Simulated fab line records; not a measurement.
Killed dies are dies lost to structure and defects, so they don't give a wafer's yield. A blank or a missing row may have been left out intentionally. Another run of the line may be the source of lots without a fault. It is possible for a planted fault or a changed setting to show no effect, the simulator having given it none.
A lot that was struck, set against a sound lot ; flow gf180mcu ; 14 steps out of a route of 602
Sound: these wafers, L806.1, L806.4, L806.6. The struck wafers were L812.1, L812.2, L812.4. The cause comes at the end.
Per side, at each step with rows, come the tool, then ch with its chambers, and then its first start. Under that, the readings that differ: sound wafers ; struck wafers ; difference of the means ; sigmas: that difference in standard deviations of wafers without a fault.
alike: same words and numbers on both sides, and readings whose means sit less than 2 such deviations apart. not compared: any withheld reading, any reading some wafer has no value for, any bound like >300 that may hide the same value, and any number with overlapping values for which the record gives no deviation.
The two part at a step that has a row with sigmas, a row that says differs or no value, or rows on one side only. When numbers do not overlap yet have no deviation, they are printed without sigmas and do not part them. A reading missing from all wafers of one side parts the sides only when that side holds two or more wafers.

first, 2 steps without rows for these wafers: GF_HV_LDD_PEB_44; GF_HV_LDD_DEVELOP_45 (develop time 60 s).
GF_HV_LDD_CD_MEAS_46: the cd target is 400 nm.
  sound on cd sem-02, day 13 19:26; struck on cd sem-02, day 15 22:19
  alike: cd nm
GF_HV_LDD_OVL_MEAS_47:
  sound on overlay-02, day 13 19:34; struck on overlay-01, day 15 22:26
  alike: HV_LDD_03_OVL
then, 1 step without rows for these wafers: GF_HV_LDD_IMPLANT_48.
GF_HV_LDD_STRIP_49: strips in O2/N2.
  sound on plasma asher-02 ch 0,1, day 13 19:45; struck on plasma asher-04 ch 0,1, day 15 22:37
  alike: drypump motor current A, heater power w, oes product au, strip time to endpoint s
  not compared: rf hours counter h
GF_HV_LDD_TW_MEAS_50:
  sound on film metro-02, day 13 19:51; struck on film metro-04, day 15 22:43
reading;sound;struck;difference;sigmas
HV_LDD_4_TW;575 578 576;561 560 560;-16;-2
then, 1 step without rows for these wafers: GF_HV_LDD_CLEAN_51 (cleans in SC1/SC2, time 150 s).
GF_HV_LDD_RTA_52: time 10 s.
  sound on rtp anneal-01 ch 0, day 13 19:58; struck on rtp anneal-01 ch 0, day 15 22:49
  alike: lamp power pct, wafer_temp_C_max
GF_HV_LDD_RS_MEAS_53: measurement is done with a four-point probe.
  sound on film metro-01, day 13 20:01; struck on film metro-04, day 15 22:53
  alike: HV_LDD_RS
then, 1 step without rows for these wafers: GF_HV_LDD_CVD_54 (deposits SiO2 from TEOS, target thk 10 nm, time 75 s).
GF_HV_LDD_THK_MEAS_55:
  sound on film metro-01, day 13 21:45; struck on film metro-04, day 16 00:02
  alike: HV_LDD_CVD_54_THK
GF_HV_LDD_CVD_56: deposits Si3N4 from DCS/NH3, target thk 90 nm, time 1543 s.
  sound on lpcvd-02 ch 1, day 13 22:23; struck on lpcvd-01 ch 1, day 16 00:05
  no value came back on the struck wafers for pressure mtorr (mTorr), spike tc bottom C (C), spike tc upper C (C), time s (s); on the sound wafers pressure mtorr (mTorr) reads 251.1 249.5 250.2
GF_PASSIVATION_PROBE_99:
  rows exist in the record for the sound wafers here (prober-02, day 30 14:50), none for the struck ones

== WHERE THEY PART ==
First at GF_HV_LDD_TW_MEAS_50; last, within this record, at GF_PASSIVATION_PROBE_99.

WHY: whatever the simulator had introduced
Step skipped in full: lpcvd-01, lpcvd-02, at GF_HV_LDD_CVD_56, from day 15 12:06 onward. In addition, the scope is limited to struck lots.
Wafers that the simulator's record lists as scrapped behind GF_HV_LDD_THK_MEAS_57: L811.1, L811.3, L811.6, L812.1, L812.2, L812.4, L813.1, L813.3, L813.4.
